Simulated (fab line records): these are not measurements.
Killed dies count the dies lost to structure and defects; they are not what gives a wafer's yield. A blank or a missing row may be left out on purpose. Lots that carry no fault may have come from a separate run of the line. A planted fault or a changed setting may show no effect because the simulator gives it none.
fab line records	flow gf180mcu
record: lots: 24	wafers: 72	last-day: 34
route steps=602 shown M3@410 M4@473 V5@561 PASSIVATION@589
lots untouched by any fault: they come from a run of this same line in which no faults occurred
start-h: hours from the record's opening day to when the first of the lot's shown wafers began	wait-h: hours since the lot's step before	" identical to the entry in the row above	L1.1+2: a row that stands for several wafers	- no value present, or no start provided	* or withheld: withheld	< > ~ a bound
route shown NAME@n: NAME is a module with steps in the file, n the number in the route of the first one	usual: the fault-free wafers' mean and standard deviation	same: alike in all rows	chamber/n: place in a boat	sites: each site's reading	_std_site: standard deviation across them	_edge_site: outer sites' mean less inner sites'	radius-mm: how far each site lies from the wafer's centre	mask NAME#n: copy n	behind: the tool/chamber that last shaped the wafer	hold: cause of the lot's hold/its duration in hours/its outcome	device: whichever transistor did not switch (one of n, p or np)	end of line: the tests these same wafers got at the end of their route	step lacking rows: just its recipe	killed: dies that structure and defects cost at the first sort, which is not the same as the wafer's yield	map: a wafer's dies, marking killed ones x, the rest . and places with no die _
set.NAME: the setting the step ran with; set.NAME@STEP: the setting that earlier step ran with	model.NAME: the simulator's own value behind a step, which no gauge read
a sample of lots followed through the steps of the route, with each step as a table and each wafer as a row
services: when a tool's chamber went out of use (start-h, in hours from the record's first day, below 0 if earlier), for how many hours, and the reason
== steps ==
step: GF_M3_SPUTTER_01
recipe: material: TiN	target-thk-nm: 30	power-w: 6500	time-s: 25	chamber-pressure-pa: 0.4
usual: throttle-valve-pct: 30.1/1.1
lot.wafer	tool	chamber	start-h	wait-h	throttle-valve-pct
L074.3	pvd-sputter-01	-	460.10	0.1	28.5
L074.4	"	-	"	"	32.1
L074.6	"	-	"	"	28.6
L075.4	pvd-sputter-01	-	479.28	0.1	29.1
L075.5	"	-	"	"	29.1
L075.6	"	-	"	"	32.3
L076.1	pvd-sputter-01	-	482.23	0.1	32.3
L076.2	"	-	"	"	28.5
L076.4	"	-	"	"	29.2
L077.3	pvd-sputter-02	-	495.94	0.1	31.4
L077.5	"	-	"	"	31.2
L077.6	"	-	"	"	30.3
L078.2	pvd-sputter-04	-	503.18	0.1	30.5
L078.4	"	-	"	"	31.6
L078.5	"	-	"	"	30.4
L079.1	pvd-sputter-02	-	513.54	0.1	29.2
L079.2	"	-	"	"	31.2
L079.3	"	-	"	"	30.1
L080.2	pvd-sputter-01	-	518.96	0.1	29.5
L080.3	"	-	"	"	29.3
L080.4	"	-	"	"	28.4
L081.1	pvd-sputter-04	-	535.16	0.1	30.4
L081.5	"	-	"	"	30.6
L081.6	"	-	"	"	29.8
L082.2	pvd-sputter-01	-	537.53	0.1	28.6
L082.3	"	-	"	"	32.2
L082.5	"	-	"	"	28.7
L083.1	pvd-sputter-02	-	546.68	0.1	30.2
L083.5	"	-	"	"	30.0
L083.6	"	-	"	"	30.3
L084.1	pvd-sputter-04	-	553.78	0.1	30.5
L084.2	"	-	"	"	29.6
L084.5	"	-	"	"	31.6
L085.3	pvd-sputter-01	-	564.11	0.1	31.9
L085.4	"	-	"	"	28.7
L085.5	"	-	"	"	28.8
L086.1	pvd-sputter-04	-	574.03	0.1	30.2
L086.3	"	-	"	"	30.7
L086.6	"	-	"	"	30.6
L087.1	pvd-sputter-02	-	583.68	0.1	31.3
L087.2	"	-	"	"	30.0
L087.6	"	-	"	"	31.3
L088.1	pvd-sputter-02	-	587.49	0.1	31.2
L088.2	"	-	"	"	30.3
L088.5	"	-	"	"	29.3
L089.2	pvd-sputter-02	-	592.44	0.1	29.0
L089.3	"	-	"	"	30.8
L089.5	"	-	"	"	31.0
L090.1	pvd-sputter-04	-	602.27	0.1	29.7
L090.4	"	-	"	"	31.7
L090.6	"	-	"	"	31.7
L091.1	pvd-sputter-01	-	608.98	0.1	29.4
L091.4	"	-	"	"	28.4
L091.6	"	-	"	"	29.2
L092.2	pvd-sputter-04	-	619.00	0.1	31.6
L092.4	"	-	"	"	30.0
L092.6	"	-	"	"	30.8
L093.1	pvd-sputter-02	-	630.19	0.1	29.3
L093.3	"	-	"	"	31.1
L093.4	"	-	"	"	31.0
L094.1	pvd-sputter-01	-	631.14	0.1	29.4
L094.2	"	-	"	"	28.5
L094.5	"	-	"	"	29.3
L095.1	pvd-sputter-01	-	635.24	0.1	31.9
L095.4	"	-	"	"	29.3
L095.5	"	-	"	"	29.1
L096.2	pvd-sputter-04	-	646.21	0.1	30.4
L096.3	"	-	"	"	31.5
L096.4	"	-	"	"	29.7
L097.2	pvd-sputter-01	-	655.38	0.1	32.2
L097.4	"	-	"	"	28.6
L097.5	"	-	"	"	28.5
step: GF_M3_SPUTTER_04
recipe: material: TiN	target-thk-nm: 50	power-w: 6500	time-s: 41.7	chamber-pressure-pa: 0.4
usual: throttle-valve-pct: 30.1/1.1
lot.wafer	tool	chamber	start-h	wait-h	throttle-valve-pct
L074.3	pvd-sputter-01	-	460.18	0.0	28.3
L074.4	"	-	"	"	32.0
L074.6	"	-	"	"	28.8
L075.4	pvd-sputter-01	-	479.36	0.0	29.0
L075.5	"	-	"	"	29.4
L075.6	"	-	"	"	32.2
L076.1	pvd-sputter-01	-	482.31	0.0	31.9
L076.2	"	-	"	"	28.5
L076.4	"	-	"	"	29.3
L077.3	pvd-sputter-02	-	496.02	0.0	31.2
L077.5	"	-	"	"	31.2
L077.6	"	-	"	"	29.9
L078.2	pvd-sputter-04	-	503.26	0.0	30.3
L078.4	"	-	"	"	31.9
L078.5	"	-	"	"	30.6
L079.1	pvd-sputter-02	-	513.62	0.0	29.5
L079.2	"	-	"	"	31.2
L079.3	"	-	"	"	30.2
L080.2	pvd-sputter-01	-	519.04	0.0	29.3
L080.3	"	-	"	"	29.1
L080.4	"	-	"	"	28.5
L081.1	pvd-sputter-04	-	535.24	0.0	30.4
L081.5	"	-	"	"	30.7
L081.6	"	-	"	"	30.0
L082.2	pvd-sputter-01	-	537.62	0.0	28.5
L082.3	"	-	"	"	31.8
L082.5	"	-	"	"	28.7
L083.1	pvd-sputter-02	-	546.76	0.0	30.4
L083.5	"	-	"	"	30.0
L083.6	"	-	"	"	30.3
L084.1	pvd-sputter-04	-	553.86	0.0	30.7
L084.2	"	-	"	"	29.8
L084.5	"	-	"	"	31.6
L085.3	pvd-sputter-01	-	564.19	0.0	32.6
L085.4	"	-	"	"	28.2
L085.5	"	-	"	"	28.5
L086.1	pvd-sputter-04	-	574.11	0.0	30.4
L086.3	"	-	"	"	30.7
L086.6	"	-	"	"	30.5
L087.1	pvd-sputter-02	-	583.76	0.0	31.1
L087.2	"	-	"	"	30.4
L087.6	"	-	"	"	31.3
L088.1	pvd-sputter-02	-	587.57	0.0	31.1
L088.2	"	-	"	"	30.3
L088.5	"	-	"	"	28.9
L089.2	pvd-sputter-02	-	592.52	0.0	29.1
L089.3	"	-	"	"	31.3
L089.5	"	-	"	"	31.1
L090.1	pvd-sputter-04	-	602.35	0.0	29.8
L090.4	"	-	"	"	31.9
L090.6	"	-	"	"	31.8
L091.1	pvd-sputter-01	-	609.06	0.0	29.5
L091.4	"	-	"	"	28.8
L091.6	"	-	"	"	29.6
L092.2	pvd-sputter-04	-	619.08	0.0	31.4
L092.4	"	-	"	"	29.5
L092.6	"	-	"	"	30.8
L093.1	pvd-sputter-02	-	630.27	0.0	29.3
L093.3	"	-	"	"	31.1
L093.4	"	-	"	"	30.9
L094.1	pvd-sputter-01	-	631.22	0.0	29.3
L094.2	"	-	"	"	28.4
L094.5	"	-	"	"	29.3
L095.1	pvd-sputter-01	-	635.33	0.0	31.8
L095.4	"	-	"	"	29.3
L095.5	"	-	"	"	29.5
L096.2	pvd-sputter-04	-	646.29	0.0	30.8
L096.3	"	-	"	"	31.5
L096.4	"	-	"	"	29.8
L097.2	pvd-sputter-01	-	655.46	0.0	31.8
L097.4	"	-	"	"	28.4
L097.5	"	-	"	"	28.3
step: GF_M4_STRIP_17
recipe: chemistry: O2/N2	power-w: 1400	pressure-mtorr: 1500	platen-temp-c: 250	o2-flow-sccm: 3000	n2-flow-sccm: 300	overash-fraction: 0.5
usual: drypump-motor-current-A: 5.9/0.38	heater-power-w: 363/27	oes-product-au: 0.558/0.0055	strip-time-to-endpoint-s: 7.87/0.046
lot.wafer	tool	chamber	start-h	wait-h	drypump-motor-current-A	heater-power-w	oes-product-au	rf-hours-counter-h	strip-time-to-endpoint-s
L074.3	plasma-asher-01	0	534.76	0.1	6.3	373	0.563	-	7.97
L074.4	"	1	"	"	5.4	320	0.556	-	7.89
L074.6	"	0	"	"	6.3	371	0.560	-	7.95
L075.4	plasma-asher-03	0	552.78	0.1	5.4	364	0.558	-	7.88
L075.5	"	1	"	"	5.9	400	0.563	-	7.89
L075.6	"	0	"	"	5.4	381	0.564	-	7.90
L076.1	plasma-asher-03	0	556.55	0.1	5.4	391	0.556	68	7.87
L076.2	"	1	"	"	5.9	393	0.555	68	7.81
L076.4	"	0	"	"	5.4	374	0.553	-	7.82
L077.3	plasma-asher-01	1	567.58	0.1	5.4	323	0.554	-	7.84
L077.5	"	1	"	"	5.4	337	0.554	-	7.79
L077.6	"	0	"	"	6.3	377	0.562	-	7.83
L078.2	plasma-asher-01	0	573.70	0.1	6.3	373	0.570	17	7.90
L078.4	"	0	"	"	6.3	366	0.557	-	7.92
L078.5	"	0	"	"	6.3	375	0.568	-	7.93
L079.1	plasma-asher-02	0	584.43	0.1	6.4	329	0.555	97	7.87
L079.2	"	1	"	"	6.2	335	0.563	97	7.96
L079.3	"	0	"	"	6.3	334	0.561	-	7.92
L080.2	plasma-asher-03	1	589.50	0.1	5.9	395	0.552	72	7.86
L080.3	"	0	"	"	5.4	388	0.558	-	7.87
L080.4	"	1	"	"	5.9	397	0.553	-	7.91
L081.1	plasma-asher-02	0	604.40	0.1	6.3	338	0.562	99	7.88
L081.5	"	1	"	"	6.2	337	0.573	-	7.96
L081.6	"	0	"	"	6.4	333	0.564	-	7.88
L082.2	plasma-asher-01	0	605.68	0.1	6.3	369	0.557	20	7.82
L082.3	"	0	"	"	6.3	367	0.552	-	7.82
L082.5	"	1	"	"	5.4	323	0.556	-	7.83
L083.1	plasma-asher-03	1	615.06	0.1	5.9	391	0.550	74	7.91
L083.5	"	0	"	"	5.5	382	0.559	-	7.85
L083.6	"	1	"	"	5.9	396	0.560	-	7.84
L084.1	plasma-asher-02	1	620.65	0.1	6.2	337	0.562	100	7.84
L084.2	"	0	"	"	6.3	330	0.566	100	7.92
L084.5	"	1	"	"	6.2	331	0.562	-	7.87
L085.3	plasma-asher-03	1	630.43	0.1	5.9	401	0.551	-	7.91
L085.4	"	0	"	"	5.4	381	0.555	-	7.88
L085.5	"	1	"	"	5.9	391	0.554	-	7.85
L086.1	plasma-asher-03	1	639.11	0.1	5.9	396	0.555	76	7.84
L086.3	"	1	"	"	5.9	399	0.560	-	7.92
L086.6	"	0	"	"	5.4	373	0.557	-	7.81
L087.1	plasma-asher-02	1	649.90	0.1	6.2	335	0.558	104	7.91
L087.2	"	0	"	"	6.3	342	0.566	104	7.86
L087.6	"	1	"	"	6.3	342	0.554	-	7.85
L088.1	plasma-asher-03	0	652.82	0.1	5.4	377	0.560	78	7.88
L088.2	"	1	"	"	5.9	397	0.555	78	7.94
L088.5	"	0	"	"	5.4	380	0.564	-	7.86
L089.2	plasma-asher-01	0	656.26	0.1	6.3	367	0.553	26	7.85
L089.3	"	0	"	"	6.3	376	0.555	-	7.84
L089.5	"	1	"	"	5.4	323	0.548	-	7.86
L090.1	plasma-asher-03	0	665.80	0.1	5.4	379	0.563	79	7.87
L090.4	"	0	"	"	5.4	391	0.562	-	7.91
L090.6	"	0	"	"	5.4	377	0.555	-	7.82
L091.1	plasma-asher-01	1	671.96	0.1	5.4	328	0.550	27	7.85
L091.4	"	0	"	"	6.3	371	0.564	-	7.83
L091.6	"	0	"	"	6.3	367	0.553	-	7.80
L092.2	plasma-asher-03	1	680.90	0.1	5.9	405	0.559	81	7.91
L092.4	"	0	"	"	5.5	381	0.564	-	7.93
L092.6	"	0	"	"	5.4	385	0.569	-	7.88
L093.1	plasma-asher-02	1	692.37	0.2	6.2	340	0.553	108	7.83
L093.3	"	1	"	"	6.2	340	0.551	-	7.86
L093.4	"	0	"	"	6.3	333	0.560	-	7.86
L094.1	plasma-asher-02	1	694.06	0.1	6.2	326	0.557	109	7.80
L094.2	"	0	"	"	6.3	331	0.554	109	7.84
L094.5	"	1	"	"	6.2	337	0.560	-	7.82
L095.1	plasma-asher-03	0	697.51	0.2	5.4	370	0.549	83	7.80
L095.4	"	0	"	"	5.4	370	0.549	-	7.77
L095.5	"	1	"	"	5.9	393	0.554	-	7.83
L096.2	plasma-asher-01	0	707.70	0.1	6.3	364	0.552	31	7.80
L096.3	"	0	"	"	6.3	371	0.565	-	7.79
L096.4	"	1	"	"	5.4	324	0.553	-	7.87
L097.2	plasma-asher-03	0	715.90	0.1	5.4	375	0.568	85	7.93
L097.4	"	0	"	"	5.4	379	0.572	-	7.95
L097.5	"	1	"	"	5.9	386	0.562	-	7.93
step: GF_V5_SPUTTER_21
recipe: material: Ti	target-thk-nm: 15	chamber-pressure-pa: 5	power-w: 2500	substrate-temp-c: 200	time-s: 80.02
usual: throttle-valve-pct: 29.9/1.3
lot.wafer	tool	chamber	start-h	wait-h	throttle-valve-pct
L074.3	pvd-sputter-01	-	626.35	0.0	32.1
L074.4	"	-	"	"	28.7
L074.6	"	-	"	"	32.2
L075.4	pvd-sputter-01	-	641.53	0.0	29.3
L075.5	"	-	"	"	28.4
L075.6	"	-	"	"	29.4
L076.1	pvd-sputter-03	-	646.62	0.0	28.8
L076.2	"	-	"	"	31.6
L076.4	"	-	"	"	28.2
L077.3	pvd-sputter-03	-	656.77	0.0	31.6
L077.5	"	-	"	"	30.8
L077.6	"	-	"	"	31.7
L078.2	pvd-sputter-01	-	660.77	0.0	29.4
L078.4	"	-	"	"	28.8
L078.5	"	-	"	"	29.1
L079.1	pvd-sputter-03	-	670.83	0.0	30.6
L079.2	"	-	"	"	31.8
L079.3	"	-	"	"	28.3
L080.2	pvd-sputter-02	-	675.31	0.0	29.1
L080.3	"	-	"	"	30.4
L080.4	"	-	"	"	30.2
L081.1	pvd-sputter-03	-	688.83	0.0	30.5
L081.5	"	-	"	"	28.3
L081.6	"	-	"	"	28.8
L082.2	pvd-sputter-01	-	691.23	0.0	32.1
L082.3	"	-	"	"	29.4
L082.5	"	-	"	"	29.4
L083.1	pvd-sputter-03	-	700.42	0.0	28.8
L083.5	"	-	"	"	28.1
L083.6	"	-	"	"	29.0
L084.1	pvd-sputter-02	-	703.42	0.0	30.2
L084.2	"	-	"	"	30.3
L084.5	"	-	"	"	30.2
L085.3	pvd-sputter-03	-	713.41	0.0	28.9
L085.4	"	-	"	"	30.9
L085.5	"	-	"	"	30.8
L086.1	pvd-sputter-01	-	720.37	0.0	29.5
L086.3	"	-	"	"	29.5
L086.6	"	-	"	"	32.2
L087.1	pvd-sputter-02	-	730.35	0.0	31.1
L087.2	"	-	"	"	29.3
L087.6	"	-	"	"	30.0
L088.1	pvd-sputter-03	-	733.73	0.0	28.4
L088.2	"	-	"	"	30.6
L088.5	"	-	"	"	28.7
L089.2	pvd-sputter-03	-	735.40	0.0	31.6
L089.3	"	-	"	"	28.3
L089.5	"	-	"	"	31.8
L090.1	pvd-sputter-03	-	743.40	0.0	30.7
L090.4	"	-	"	"	31.7
L090.6	"	-	"	"	31.7
L091.1	pvd-sputter-02	-	751.17	0.0	29.1
L091.4	"	-	"	"	30.3
L091.6	"	-	"	"	30.1
L092.2	pvd-sputter-03	-	757.43	0.0	30.6
L092.4	"	-	"	"	31.6
L092.6	"	-	"	"	28.2
L093.1	pvd-sputter-01	-	767.37	0.0	29.3
L093.3	"	-	"	"	29.3
L093.4	"	-	"	"	32.0
L094.1	pvd-sputter-01	-	769.36	0.0	28.5
L094.2	"	-	"	"	29.2
L094.5	"	-	"	"	29.2
L095.1	pvd-sputter-01	-	772.67	0.0	32.2
L095.4	"	-	"	"	28.6
L095.5	"	-	"	"	29.3
L096.2	pvd-sputter-01	-	781.80	0.0	29.2
L096.3	"	-	"	"	32.0
L096.4	"	-	"	"	28.6
L097.2	pvd-sputter-01	-	788.28	0.0	29.7
L097.4	"	-	"	"	29.1
L097.5	"	-	"	"	29.4
step: GF_V5_RS_MEAS_24
recipe: thk-meas-gauge: four-point-probe	reads: W_of_V5_CVD_23+TiN_of_V5_SPUTTER_22+Ti_of_V5_SPUTTER_21
usual: V5_W_RS: 0.323/0.0056
lot.wafer	tool	chamber	start-h	wait-h	V5_W_RS[ohm/sq]
L074.3	film-metro-03	-	626.60	0.1	0.322
L074.4	"	-	"	"	0.327
L074.6	"	-	"	"	0.331
L075.4	film-metro-01	-	641.80	0.1	0.316
L075.5	"	-	"	"	0.316
L075.6	"	-	"	"	0.326
L076.1	film-metro-03	-	646.83	0.1	0.333
L076.2	"	-	"	"	0.317
L076.4	"	-	"	"	0.316
L077.3	film-metro-03	-	657.03	0.1	0.322
L077.5	"	-	"	"	0.331
L077.6	"	-	"	"	0.323
L078.2	film-metro-01	-	661.01	0.1	0.328
L078.4	"	-	"	"	0.314
L078.5	"	-	"	"	0.316
L079.1	film-metro-02	-	671.04	0.1	0.320
L079.2	"	-	"	"	0.329
L079.3	"	-	"	"	0.334
L080.2	film-metro-01	-	675.54	0.1	0.318
L080.3	"	-	"	"	0.327
L080.4	"	-	"	"	0.320
L081.1	film-metro-01	-	689.04	0.1	0.317
L081.5	"	-	"	"	0.318
L081.6	"	-	"	"	0.327
L082.2	film-metro-03	-	691.46	0.1	0.323
L082.3	"	-	"	"	0.312
L082.5	"	-	"	"	0.314
L083.1	film-metro-01	-	700.63	0.1	0.319
L083.5	"	-	"	"	0.320
L083.6	"	-	"	"	0.327
L084.1	film-metro-03	-	703.63	0.1	0.329
L084.2	"	-	"	"	0.323
L084.5	"	-	"	"	0.322
L085.3	film-metro-03	-	713.66	0.1	0.327
L085.4	"	-	"	"	0.319
L085.5	"	-	"	"	0.315
L086.1	film-metro-03	-	720.58	0.1	0.328
L086.3	"	-	"	"	0.329
L086.6	"	-	"	"	0.319
L087.1	film-metro-03	-	730.56	0.1	0.321
L087.2	"	-	"	"	0.326
L087.6	"	-	"	"	0.320
L088.1	film-metro-02	-	733.94	0.1	0.313
L088.2	"	-	"	"	0.325
L088.5	"	-	"	"	0.324
L089.2	film-metro-01	-	735.63	0.1	0.316
L089.3	"	-	"	"	0.317
L089.5	"	-	"	"	0.317
L090.1	film-metro-03	-	743.61	0.1	0.321
L090.4	"	-	"	"	0.323
L090.6	"	-	"	"	0.319
L091.1	film-metro-03	-	751.38	0.1	0.324
L091.4	"	-	"	"	0.318
L091.6	"	-	"	"	0.315
L092.2	film-metro-03	-	757.66	0.1	0.317
L092.4	"	-	"	"	0.328
L092.6	"	-	"	"	0.321
L093.1	film-metro-01	-	767.58	0.1	0.332
L093.3	"	-	"	"	0.319
L093.4	"	-	"	"	0.329
L094.1	film-metro-02	-	769.57	0.1	0.320
L094.2	"	-	"	"	0.317
L094.5	"	-	"	"	0.321
L095.1	film-metro-03	-	772.88	0.1	0.326
L095.4	"	-	"	"	0.327
L095.5	"	-	"	"	0.319
L096.2	film-metro-03	-	782.03	0.1	0.316
L096.3	"	-	"	"	0.315
L096.4	"	-	"	"	0.328
L097.2	film-metro-02	-	788.51	0.1	0.326
L097.4	"	-	"	"	0.335
L097.5	"	-	"	"	0.332
step: GF_PASSIVATION_CVD_02
recipe: material: Si3N4	target-thk-nm: 700	time-s: 486.18	temp-c: 400	rf-w: 450
usual: heater-power-w: 698/78
lot.wafer	tool	chamber	start-h	wait-h	heater-power-w
L074.3	pecvd-04	0	648.53	0.0	828
L074.4	"	0	"	"	849
L074.6	"	2	"	"	718
L075.4	pecvd-02	0	662.98	0.2	584
L075.5	"	2	"	"	718
L075.6	"	1	"	"	719
L076.1	pecvd-02	0	668.68	0.1	715
L076.2	"	1	"	"	728
L076.4	"	2	"	"	741
L077.3	pecvd-04	2	678.09	0.0	649
L077.5	"	0	"	"	692
L077.6	"	1	"	"	790
L078.2	pecvd-01	0	681.32	0.0	588
L078.4	"	1	"	"	542
L078.5	"	2	"	"	619
L079.1	pecvd-01	0	691.49	0.1	624
L079.2	"	1	"	"	624
L079.3	"	2	"	"	570
L080.2	pecvd-04	2	696.43	0.0	669
L080.3	"	0	"	"	827
L080.4	"	2	"	"	706
L081.1	pecvd-04	2	709.57	0.1	736
L081.5	"	1	"	"	776
L081.6	"	0	"	"	772
L082.2	pecvd-04	1	711.42	0.0	765
L082.3	"	0	"	"	767
L082.5	"	1	"	"	800
L083.1	pecvd-01	2	720.17	0.1	552
L083.5	"	1	"	"	532
L083.6	"	0	"	"	679
L084.1	pecvd-02	0	723.19	0.1	634
L084.2	"	2	"	"	644
L084.5	"	1	"	"	686
L085.3	pecvd-02	1	733.23	0.0	642
L085.4	"	0	"	"	739
L085.5	"	2	"	"	763
L086.1	pecvd-01	2	739.72	0.1	568
L086.3	"	0	"	"	676
L086.6	"	2	"	"	581
L087.1	pecvd-04	0	749.09	0.1	746
L087.2	"	1	"	"	751
L087.6	"	1	"	"	783
L088.1	pecvd-01	2	752.68	0.1	508
L088.2	"	1	"	"	637
L088.5	"	2	"	"	548
L089.2	pecvd-04	2	753.94	0.0	720
L089.3	"	1	"	"	682
L089.5	"	1	"	"	728
L090.1	pecvd-04	0	761.13	0.1	774
L090.4	"	1	"	"	796
L090.6	"	0	"	"	829
L091.1	pecvd-04	2	769.88	0.1	768
L091.4	"	1	"	"	764
L091.6	"	2	"	"	640
L092.2	pecvd-04	2	775.50	0.0	759
L092.4	"	0	"	"	787
L092.6	"	2	"	"	604
L093.1	pecvd-04	1	784.78	0.1	683
L093.3	"	2	"	"	788
L093.4	"	2	"	"	618
L094.1	pecvd-04	2	786.78	0.1	734
L094.2	"	1	"	"	660
L094.5	"	2	"	"	760
L095.1	pecvd-01	0	790.40	0.1	675
L095.4	"	2	"	"	603
L095.5	"	0	"	"	542
L096.2	pecvd-02	1	798.49	0.0	679
L096.3	"	0	"	"	733
L096.4	"	2	"	"	693
L097.2	pecvd-02	2	804.81	0.0	722
L097.4	"	1	"	"	744
L097.5	"	2	"	"	745
== services ==
tool	chamber	start-h	hours	kind
pvd-sputter-04	-	440.63	11.4	repair
pecvd-01	-	441.70	14.6	pm
plasma-asher-02	-	456.12	2.5	repair
pecvd-01	0	468.29	10.9	repair
pvd-sputter-04	-	473.87	0.5	repair
plasma-asher-02	-	478.82	2.8	pm
pecvd-04	2	484.63	21.3	repair
pecvd-04	0	495.62	18.4	repair
pvd-sputter-03	-	510.18	4.8	repair
pvd-sputter-03	-	510.98	2.2	repair
pvd-sputter-04	-	581.81	2.1	repair
pecvd-04	-	591.12	14.0	pm
pvd-sputter-03	-	596.07	11.2	repair
pvd-sputter-01	-	643.68	2.7	repair
plasma-asher-01	-	667.04	1.1	repair
pvd-sputter-04	-	683.55	1.5	repair
pvd-sputter-04	-	705.88	9.1	repair
plasma-asher-01	-	715.14	7.2	repair
pecvd-04	-	716.44	6.0	pm
pvd-sputter-01	-	731.45	5.9	repair
plasma-asher-01	-	752.11	0.4	repair
plasma-asher-01	-	778.26	0.7	repair
pvd-sputter-02	-	793.56	13.8	repair
plasma-asher-01	-	801.69	14.6	pm
== key ==
fault none
